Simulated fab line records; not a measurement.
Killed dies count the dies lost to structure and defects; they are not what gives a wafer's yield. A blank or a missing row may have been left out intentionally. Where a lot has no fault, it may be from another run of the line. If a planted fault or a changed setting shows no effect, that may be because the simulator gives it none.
fab line records / flow sky130 / part 2 of 2: steps 24 to 33 of 33
record: lots: 5 wafers: 15 lastDay: 50
route steps=708 shown POLY_CUT@317 SD_P@320 RES_XHIGH@332 SD_N@342
lots untouched by any fault: they come from a run of this same line in which no faults occurred
startH: hours from the record's opening day to when the first of the lot's shown wafers began / waitH: hours elapsed since this lot's preceding step / " same as the row above / L1.1+2: one row covering several wafers at once / - either no value or no given start / * or withheld: withheld / < > ~ a bound
route shown NAME@n: NAME is a module with steps in the file, n the number in the route of the first one / usual: the fault-free wafers' mean and standard deviation / same: alike in all rows / chamber/n: place in a boat / sites: each site's reading / _std_site: the values' standard deviation / _edge_site: outer sites' mean less inner sites' / radiusMm: how far each site lies from the wafer's centre / mask NAME#n: copy n / behind: the tool/chamber that last shaped the wafer / hold: cause of the lot's hold/its duration in hours/its outcome / device: which transistor (n, p or np) failed to switch / end of line: tests of these same wafers at the route's end / a step without rows: its recipe alone / killed: dies that structure and defects cost at the first sort, which is not the same as the wafer's yield / map: the dies of a wafer, with x for killed, . for not killed, _ for no die there
set.NAME: setting as actually run; set.NAME@STEP: the setting as run at that earlier step / model.NAME: the simulator's own value behind a step, which no gauge read
lots seen at some steps along the route; tables by step, rows by wafer
services: when a tool's chamber went out of use (startH, in hours from the record's first day, below 0 if earlier), for how many hours, and the reason
== steps ==
step: SKY_RES_XHIGH_STRIP_08
recipe: chemistry: O2/N2 powerW: 1400 pressureMtorr: 1500 platenTempC: withheld o2FlowSccm: 3000 n2FlowSccm: 300 overashFraction: 0.5
usual: chamberPressureMTorr: 1499.9/1.3 drypumpMotorCurrentA: 5.6/0.32 oesProductAu: 0.712/0.0042 stripTimeToEndpointS: 14.25/0.041
lot.wafer=L075.2 tool=plasmaAsher-01 chamber=1 startH=648.15 waitH=0.1 chamberPressureMTorr=1499.8 drypumpMotorCurrentA=5.7 oesProductAu=0.716 rfHoursCounterH=96 stripTimeToEndpointS=14.31
lot.wafer=L075.4 tool=plasmaAsher-01 chamber=1 startH=648.15 waitH=0.1 chamberPressureMTorr=1499.2 drypumpMotorCurrentA=5.7 oesProductAu=0.709 rfHoursCounterH=- stripTimeToEndpointS=14.33
lot.wafer=L075.6 tool=plasmaAsher-01 chamber=1 startH=648.15 waitH=0.1 chamberPressureMTorr=1499.6 drypumpMotorCurrentA=5.7 oesProductAu=0.714 rfHoursCounterH=- stripTimeToEndpointS=14.27
lot.wafer=L082.2 tool=plasmaAsher-03 chamber=1 startH=701.18 waitH=0.1 chamberPressureMTorr=1499.9 drypumpMotorCurrentA=5.6 oesProductAu=0.713 rfHoursCounterH=88 stripTimeToEndpointS=14.26
lot.wafer=L082.4 tool=plasmaAsher-03 chamber=1 startH=701.18 waitH=0.1 chamberPressureMTorr=1500.5 drypumpMotorCurrentA=5.6 oesProductAu=0.711 rfHoursCounterH=- stripTimeToEndpointS=14.28
lot.wafer=L082.5 tool=plasmaAsher-03 chamber=1 startH=701.18 waitH=0.1 chamberPressureMTorr=1497.1 drypumpMotorCurrentA=5.6 oesProductAu=0.714 rfHoursCounterH=- stripTimeToEndpointS=14.30
lot.wafer=L088.2 tool=plasmaAsher-01 chamber=1 startH=753.30 waitH=0.1 chamberPressureMTorr=1500.3 drypumpMotorCurrentA=5.7 oesProductAu=0.718 rfHoursCounterH=1 stripTimeToEndpointS=14.29
lot.wafer=L088.3 tool=plasmaAsher-01 chamber=0 startH=753.30 waitH=0.1 chamberPressureMTorr=1500.6 drypumpMotorCurrentA=5.0 oesProductAu=0.710 rfHoursCounterH=- stripTimeToEndpointS=14.29
lot.wafer=L088.5 tool=plasmaAsher-01 chamber=0 startH=753.30 waitH=0.1 chamberPressureMTorr=1499.9 drypumpMotorCurrentA=5.0 oesProductAu=0.712 rfHoursCounterH=- stripTimeToEndpointS=14.27
lot.wafer=L090.2 tool=plasmaAsher-01 chamber=1 startH=757.80 waitH=0.1 chamberPressureMTorr=1499.7 drypumpMotorCurrentA=5.7 oesProductAu=0.703 rfHoursCounterH=1 stripTimeToEndpointS=14.28
lot.wafer=L090.5 tool=plasmaAsher-01 chamber=0 startH=757.80 waitH=0.1 chamberPressureMTorr=1497.2 drypumpMotorCurrentA=5.0 oesProductAu=0.716 rfHoursCounterH=- stripTimeToEndpointS=14.24
lot.wafer=L090.6 tool=plasmaAsher-01 chamber=1 startH=757.80 waitH=0.1 chamberPressureMTorr=1501.9 drypumpMotorCurrentA=5.7 oesProductAu=0.709 rfHoursCounterH=- stripTimeToEndpointS=14.25
lot.wafer=L094.2 tool=plasmaAsher-03 chamber=0 startH=790.65 waitH=0.1 chamberPressureMTorr=1501.4 drypumpMotorCurrentA=5.7 oesProductAu=0.714 rfHoursCounterH=98 stripTimeToEndpointS=14.20
lot.wafer=L094.4 tool=plasmaAsher-03 chamber=1 startH=790.65 waitH=0.1 chamberPressureMTorr=1498.6 drypumpMotorCurrentA=5.6 oesProductAu=0.703 rfHoursCounterH=- stripTimeToEndpointS=14.22
lot.wafer=L094.6 tool=plasmaAsher-03 chamber=0 startH=790.65 waitH=0.1 chamberPressureMTorr=1500.5 drypumpMotorCurrentA=5.6 oesProductAu=0.712 rfHoursCounterH=- stripTimeToEndpointS=14.18
step: SKY_RES_XHIGH_TW_MEAS_09
usual: RES_XHIGH_TW: 1633/9.4
lot.wafer=L075.2 tool=filmMetro-04 chamber=- startH=648.26 waitH=0.1 RES_XHIGH_TW=1636
lot.wafer=L075.4 tool=filmMetro-04 chamber=- startH=648.26 waitH=0.1 RES_XHIGH_TW=1636
lot.wafer=L075.6 tool=filmMetro-04 chamber=- startH=648.26 waitH=0.1 RES_XHIGH_TW=1641
lot.wafer=L082.2 tool=filmMetro-04 chamber=- startH=701.29 waitH=0.1 RES_XHIGH_TW=1639
lot.wafer=L082.4 tool=filmMetro-04 chamber=- startH=701.29 waitH=0.1 RES_XHIGH_TW=1644
lot.wafer=L082.5 tool=filmMetro-04 chamber=- startH=701.29 waitH=0.1 RES_XHIGH_TW=1639
lot.wafer=L088.2 tool=filmMetro-04 chamber=- startH=753.41 waitH=0.1 RES_XHIGH_TW=1636
lot.wafer=L088.3 tool=filmMetro-04 chamber=- startH=753.41 waitH=0.1 RES_XHIGH_TW=1640
lot.wafer=L088.5 tool=filmMetro-04 chamber=- startH=753.41 waitH=0.1 RES_XHIGH_TW=1630
lot.wafer=L090.2 tool=filmMetro-02 chamber=- startH=757.91 waitH=0.1 RES_XHIGH_TW=1637
lot.wafer=L090.5 tool=filmMetro-02 chamber=- startH=757.91 waitH=0.1 RES_XHIGH_TW=1639
lot.wafer=L090.6 tool=filmMetro-02 chamber=- startH=757.91 waitH=0.1 RES_XHIGH_TW=1633
lot.wafer=L094.2 tool=filmMetro-02 chamber=- startH=790.76 waitH=0.1 RES_XHIGH_TW=1630
lot.wafer=L094.4 tool=filmMetro-02 chamber=- startH=790.76 waitH=0.1 RES_XHIGH_TW=1636
lot.wafer=L094.6 tool=filmMetro-02 chamber=- startH=790.76 waitH=0.1 RES_XHIGH_TW=1638
step: SKY_SD_N_DEHYDRATE_00
recipe: tempC: 200 timeS: 60
usual: resistLineTempC: 22.99/0.1
lot.wafer=L075.2 tool=lithoTrack-04 chamber=0 startH=662.63 waitH=14.4 resistLineTempC=22.86
lot.wafer=L075.4 tool=lithoTrack-04 chamber=0 startH=662.63 waitH=14.4 resistLineTempC=23.06
lot.wafer=L075.6 tool=lithoTrack-04 chamber=0 startH=662.63 waitH=14.4 resistLineTempC=22.98
lot.wafer=L082.2 tool=lithoTrack-02 chamber=0 startH=714.50 waitH=13.2 resistLineTempC=22.89
lot.wafer=L082.4 tool=lithoTrack-02 chamber=0 startH=714.50 waitH=13.2 resistLineTempC=22.88
lot.wafer=L082.5 tool=lithoTrack-02 chamber=0 startH=714.50 waitH=13.2 resistLineTempC=22.81
lot.wafer=L088.2 tool=lithoTrack-04 chamber=0 startH=766.93 waitH=13.5 resistLineTempC=22.90
lot.wafer=L088.3 tool=lithoTrack-04 chamber=0 startH=766.93 waitH=13.5 resistLineTempC=22.84
lot.wafer=L088.5 tool=lithoTrack-04 chamber=0 startH=766.93 waitH=13.5 resistLineTempC=23.09
lot.wafer=L090.2 tool=lithoTrack-04 chamber=0 startH=771.13 waitH=13.2 resistLineTempC=22.98
lot.wafer=L090.5 tool=lithoTrack-04 chamber=0 startH=771.13 waitH=13.2 resistLineTempC=22.90
lot.wafer=L090.6 tool=lithoTrack-04 chamber=0 startH=771.13 waitH=13.2 resistLineTempC=22.95
lot.wafer=L094.2 tool=lithoTrack-01 chamber=0 startH=803.47 waitH=12.7 resistLineTempC=23.14
lot.wafer=L094.4 tool=lithoTrack-01 chamber=0 startH=803.47 waitH=12.7 resistLineTempC=22.90
lot.wafer=L094.6 tool=lithoTrack-01 chamber=0 startH=803.47 waitH=12.7 resistLineTempC=23.08
step: SKY_SD_N_HMDS_01
recipe: primeTimeS: 60 primeTempC: 120
usual: resistLineTempC: 22.99/0.1
lot.wafer=L075.2 tool=lithoTrack-04 chamber=0 startH=662.78 waitH=0.1 resistLineTempC=23.04
lot.wafer=L075.4 tool=lithoTrack-04 chamber=0 startH=662.78 waitH=0.1 resistLineTempC=22.97
lot.wafer=L075.6 tool=lithoTrack-04 chamber=0 startH=662.78 waitH=0.1 resistLineTempC=23.00
lot.wafer=L082.2 tool=lithoTrack-02 chamber=0 startH=714.65 waitH=0.1 resistLineTempC=22.99
lot.wafer=L082.4 tool=lithoTrack-02 chamber=0 startH=714.65 waitH=0.1 resistLineTempC=23.12
lot.wafer=L082.5 tool=lithoTrack-02 chamber=0 startH=714.65 waitH=0.1 resistLineTempC=23.00
lot.wafer=L088.2 tool=lithoTrack-04 chamber=0 startH=767.08 waitH=0.1 resistLineTempC=22.93
lot.wafer=L088.3 tool=lithoTrack-04 chamber=0 startH=767.08 waitH=0.1 resistLineTempC=22.88
lot.wafer=L088.5 tool=lithoTrack-04 chamber=0 startH=767.08 waitH=0.1 resistLineTempC=22.94
lot.wafer=L090.2 tool=lithoTrack-04 chamber=0 startH=771.28 waitH=0.1 resistLineTempC=23.01
lot.wafer=L090.5 tool=lithoTrack-04 chamber=0 startH=771.28 waitH=0.1 resistLineTempC=22.95
lot.wafer=L090.6 tool=lithoTrack-04 chamber=0 startH=771.28 waitH=0.1 resistLineTempC=23.13
lot.wafer=L094.2 tool=lithoTrack-01 chamber=0 startH=803.62 waitH=0.1 resistLineTempC=23.09
lot.wafer=L094.4 tool=lithoTrack-01 chamber=0 startH=803.62 waitH=0.1 resistLineTempC=23.04
lot.wafer=L094.6 tool=lithoTrack-01 chamber=0 startH=803.62 waitH=0.1 resistLineTempC=22.98
step: SKY_SD_N_COAT_02
recipe: resist: NOVOLAK spinRpm: 3000 resistThkNm: 1140
usual: resistLineTempC: 23.00/0.099
lot.wafer=L075.2 tool=lithoTrack-04 chamber=0 startH=662.93 waitH=0.1 resistLineTempC=23.04
lot.wafer=L075.4 tool=lithoTrack-04 chamber=0 startH=662.93 waitH=0.1 resistLineTempC=22.99
lot.wafer=L075.6 tool=lithoTrack-04 chamber=0 startH=662.93 waitH=0.1 resistLineTempC=23.16
lot.wafer=L082.2 tool=lithoTrack-02 chamber=0 startH=714.80 waitH=0.1 resistLineTempC=22.95
lot.wafer=L082.4 tool=lithoTrack-02 chamber=0 startH=714.80 waitH=0.1 resistLineTempC=22.86
lot.wafer=L082.5 tool=lithoTrack-02 chamber=0 startH=714.80 waitH=0.1 resistLineTempC=22.91
lot.wafer=L088.2 tool=lithoTrack-04 chamber=0 startH=767.23 waitH=0.1 resistLineTempC=23.19
lot.wafer=L088.3 tool=lithoTrack-04 chamber=0 startH=767.23 waitH=0.1 resistLineTempC=22.96
lot.wafer=L088.5 tool=lithoTrack-04 chamber=0 startH=767.23 waitH=0.1 resistLineTempC=23.03
lot.wafer=L090.2 tool=lithoTrack-04 chamber=0 startH=771.43 waitH=0.1 resistLineTempC=22.90
lot.wafer=L090.5 tool=lithoTrack-04 chamber=0 startH=771.43 waitH=0.1 resistLineTempC=23.11
lot.wafer=L090.6 tool=lithoTrack-04 chamber=0 startH=771.43 waitH=0.1 resistLineTempC=23.00
lot.wafer=L094.2 tool=lithoTrack-01 chamber=0 startH=803.77 waitH=0.1 resistLineTempC=23.01
lot.wafer=L094.4 tool=lithoTrack-01 chamber=0 startH=803.77 waitH=0.1 resistLineTempC=22.94
lot.wafer=L094.6 tool=lithoTrack-01 chamber=0 startH=803.77 waitH=0.1 resistLineTempC=23.06
step: SKY_SD_N_SOFTBAKE_03
recipe: tempC: 90 timeS: 60 resist: NOVOLAK
usual: resistLineTempC: 22.99/0.1
lot.wafer=L075.2 tool=lithoTrack-04 chamber=0 startH=663.08 waitH=0.1 resistLineTempC=22.92
lot.wafer=L075.4 tool=lithoTrack-04 chamber=0 startH=663.08 waitH=0.1 resistLineTempC=23.10
lot.wafer=L075.6 tool=lithoTrack-04 chamber=0 startH=663.08 waitH=0.1 resistLineTempC=22.95
lot.wafer=L082.2 tool=lithoTrack-02 chamber=0 startH=714.95 waitH=0.1 resistLineTempC=23.01
lot.wafer=L082.4 tool=lithoTrack-02 chamber=0 startH=714.95 waitH=0.1 resistLineTempC=22.97
lot.wafer=L082.5 tool=lithoTrack-02 chamber=0 startH=714.95 waitH=0.1 resistLineTempC=22.94
lot.wafer=L088.2 tool=lithoTrack-04 chamber=0 startH=767.38 waitH=0.1 resistLineTempC=23.14
lot.wafer=L088.3 tool=lithoTrack-04 chamber=0 startH=767.38 waitH=0.1 resistLineTempC=23.02
lot.wafer=L088.5 tool=lithoTrack-04 chamber=0 startH=767.38 waitH=0.1 resistLineTempC=23.02
lot.wafer=L090.2 tool=lithoTrack-04 chamber=0 startH=771.58 waitH=0.1 resistLineTempC=22.93
lot.wafer=L090.5 tool=lithoTrack-04 chamber=0 startH=771.58 waitH=0.1 resistLineTempC=22.92
lot.wafer=L090.6 tool=lithoTrack-04 chamber=0 startH=771.58 waitH=0.1 resistLineTempC=23.16
lot.wafer=L094.2 tool=lithoTrack-01 chamber=0 startH=803.92 waitH=0.1 resistLineTempC=22.98
lot.wafer=L094.4 tool=lithoTrack-01 chamber=0 startH=803.92 waitH=0.1 resistLineTempC=22.70
lot.wafer=L094.6 tool=lithoTrack-01 chamber=0 startH=803.92 waitH=0.1 resistLineTempC=22.85
step: SKY_SD_N_EXPOSE_04
recipe: maskId: NSDM na: 0.6 sourceShape: conventional sigmaOuter: 0.6 polarization: unpolarized targetCdNm: 380 doseMj: 141
same: na: 0.6 sigmaOuter: 0.6
lot.wafer=L075.2+4+6 tool=ilineStepper-01 chamber=0 startH=- waitH=- mask=NSDM#0
lot.wafer=L082.2+4+5 tool=ilineStepper-01 chamber=0 startH=- waitH=- mask=NSDM#0
lot.wafer=L088.2+3+5 tool=ilineStepper-01 chamber=0 startH=- waitH=- mask=NSDM#0
lot.wafer=L090.2+5+6 tool=ilineStepper-02 chamber=0 startH=- waitH=- mask=NSDM#0
lot.wafer=L094.2+4+6 tool=ilineStepper-02 chamber=0 startH=- waitH=- mask=NSDM#0
step: SKY_SD_N_PEB_05
recipe: tempC: withheld timeS: * resist: NOVOLAK
usual: resistLineTempC: *
lot.wafer=L075.2 tool=lithoTrack-04 chamber=0 startH=- waitH=- resistLineTempC=*
lot.wafer=L075.4 tool=lithoTrack-04 chamber=0 startH=- waitH=- resistLineTempC=*
lot.wafer=L075.6 tool=lithoTrack-04 chamber=0 startH=- waitH=- resistLineTempC=*
lot.wafer=L082.2 tool=lithoTrack-04 chamber=0 startH=- waitH=- resistLineTempC=*
lot.wafer=L082.4 tool=lithoTrack-04 chamber=0 startH=- waitH=- resistLineTempC=*
lot.wafer=L082.5 tool=lithoTrack-04 chamber=0 startH=- waitH=- resistLineTempC=*
lot.wafer=L088.2 tool=lithoTrack-02 chamber=0 startH=- waitH=- resistLineTempC=*
lot.wafer=L088.3 tool=lithoTrack-02 chamber=0 startH=- waitH=- resistLineTempC=*
lot.wafer=L088.5 tool=lithoTrack-02 chamber=0 startH=- waitH=- resistLineTempC=*
lot.wafer=L090.2 tool=lithoTrack-04 chamber=0 startH=- waitH=- resistLineTempC=*
lot.wafer=L090.5 tool=lithoTrack-04 chamber=0 startH=- waitH=- resistLineTempC=*
lot.wafer=L090.6 tool=lithoTrack-04 chamber=0 startH=- waitH=- resistLineTempC=*
lot.wafer=L094.2 tool=lithoTrack-01 chamber=0 startH=- waitH=- resistLineTempC=*
lot.wafer=L094.4 tool=lithoTrack-01 chamber=0 startH=- waitH=- resistLineTempC=*
lot.wafer=L094.6 tool=lithoTrack-01 chamber=0 startH=- waitH=- resistLineTempC=*
step: SKY_SD_N_DEVELOP_06
recipe: resist: NOVOLAK developer: TMAH developTimeS: 62.19 devTempC: 23
usual: resistLineTempC: 22.99/0.1
lot.wafer=L075.2 tool=lithoTrack-04 chamber=0 startH=677.38 waitH=0.1 resistLineTempC=23.12
lot.wafer=L075.4 tool=lithoTrack-04 chamber=0 startH=677.38 waitH=0.1 resistLineTempC=23.12
lot.wafer=L075.6 tool=lithoTrack-04 chamber=0 startH=677.38 waitH=0.1 resistLineTempC=23.15
lot.wafer=L082.2 tool=lithoTrack-04 chamber=0 startH=729.33 waitH=0.1 resistLineTempC=22.82
lot.wafer=L082.4 tool=lithoTrack-04 chamber=0 startH=729.33 waitH=0.1 resistLineTempC=22.83
lot.wafer=L082.5 tool=lithoTrack-04 chamber=0 startH=729.33 waitH=0.1 resistLineTempC=22.93
lot.wafer=L088.2 tool=lithoTrack-02 chamber=0 startH=780.80 waitH=0.1 resistLineTempC=23.13
lot.wafer=L088.3 tool=lithoTrack-02 chamber=0 startH=780.80 waitH=0.1 resistLineTempC=23.04
lot.wafer=L088.5 tool=lithoTrack-02 chamber=0 startH=780.80 waitH=0.1 resistLineTempC=22.99
lot.wafer=L090.2 tool=lithoTrack-04 chamber=0 startH=784.93 waitH=0.1 resistLineTempC=22.97
lot.wafer=L090.5 tool=lithoTrack-04 chamber=0 startH=784.93 waitH=0.1 resistLineTempC=23.02
lot.wafer=L090.6 tool=lithoTrack-04 chamber=0 startH=784.93 waitH=0.1 resistLineTempC=23.02
lot.wafer=L094.2 tool=lithoTrack-01 chamber=0 startH=817.57 waitH=0.1 resistLineTempC=23.20
lot.wafer=L094.4 tool=lithoTrack-01 chamber=0 startH=817.57 waitH=0.1 resistLineTempC=22.98
lot.wafer=L094.6 tool=lithoTrack-01 chamber=0 startH=817.57 waitH=0.1 resistLineTempC=23.05
step: SKY_SD_N_CD_MEAS_07
recipe: targetCdNm: 380
usual: cdNm: 381.2/2.8
lot.wafer=L075.2 tool=cdSem-01 chamber=- startH=677.52 waitH=0.1 cdNm=379.7
lot.wafer=L075.4 tool=cdSem-01 chamber=- startH=677.52 waitH=0.1 cdNm=380.4
lot.wafer=L075.6 tool=cdSem-01 chamber=- startH=677.52 waitH=0.1 cdNm=379.3
lot.wafer=L082.2 tool=cdSem-01 chamber=- startH=729.47 waitH=0.1 cdNm=384.1
lot.wafer=L082.4 tool=cdSem-01 chamber=- startH=729.47 waitH=0.1 cdNm=383.1
lot.wafer=L082.5 tool=cdSem-01 chamber=- startH=729.47 waitH=0.1 cdNm=383.5
lot.wafer=L088.2 tool=cdSem-02 chamber=- startH=780.95 waitH=0.1 cdNm=381.8
lot.wafer=L088.3 tool=cdSem-02 chamber=- startH=780.95 waitH=0.1 cdNm=378.1
lot.wafer=L088.5 tool=cdSem-02 chamber=- startH=780.95 waitH=0.1 cdNm=378.9
lot.wafer=L090.2 tool=cdSem-02 chamber=- startH=785.07 waitH=0.1 cdNm=378.7
lot.wafer=L090.5 tool=cdSem-02 chamber=- startH=785.07 waitH=0.1 cdNm=378.2
lot.wafer=L090.6 tool=cdSem-02 chamber=- startH=785.07 waitH=0.1 cdNm=376.5
lot.wafer=L094.2 tool=cdSem-02 chamber=- startH=817.72 waitH=0.1 cdNm=387.3
lot.wafer=L094.4 tool=cdSem-02 chamber=- startH=817.72 waitH=0.1 cdNm=384.4
lot.wafer=L094.6 tool=cdSem-02 chamber=- startH=817.72 waitH=0.1 cdNm=385.4
== services ==
tool=rieDiel-02 chamber=3 startH=565.03 hours=1.7 kind=repair
tool=implanter-04 chamber=- startH=568.70 hours=2.8 kind=repair
tool=rieDiel-01 chamber=2 startH=610.02 hours=6.3 kind=repair
tool=plasmaAsher-02 chamber=- startH=610.50 hours=2.8 kind=pm
tool=plasmaAsher-04 chamber=- startH=611.18 hours=10.0 kind=pm
tool=plasmaAsher-01 chamber=- startH=613.28 hours=2.8 kind=pm
tool=ilineStepper-02 chamber=- startH=614.38 hours=1.7 kind=pm
tool=rieDiel-04 chamber=3 startH=646.32 hours=4.1 kind=repair
tool=plasmaAsher-02 chamber=- startH=647.92 hours=0.8 kind=repair
tool=ilineStepper-01 chamber=- startH=650.38 hours=1.7 kind=pm
tool=implanter-04 chamber=- startH=659.18 hours=0.8 kind=repair
tool=plasmaAsher-03 chamber=- startH=659.71 hours=3.3 kind=repair
tool=implanter-04 chamber=- startH=666.02 hours=1.6 kind=repair
tool=rieDiel-04 chamber=3 startH=671.06 hours=15.1 kind=repair
tool=ilineStepper-01 chamber=- startH=673.41 hours=2.1 kind=pm
tool=rieDiel-04 chamber=0 startH=677.75 hours=7.6 kind=repair
tool=rieDiel-02 chamber=0 startH=681.29 hours=11.4 kind=repair
tool=plasmaAsher-01 chamber=- startH=708.97 hours=1.2 kind=repair
tool=ilineStepper-02 chamber=- startH=723.94 hours=2.1 kind=pm
tool=plasmaAsher-01 chamber=- startH=733.75 hours=9.0 kind=pm
tool=rieDiel-01 chamber=- startH=734.01 hours=0.3 kind=repair
tool=plasmaAsher-04 chamber=- startH=749.94 hours=14.6 kind=pm
tool=rieDiel-01 chamber=- startH=761.27 hours=0.3 kind=repair
tool=ilineStepper-01 chamber=- startH=786.04 hours=18.3 kind=repair
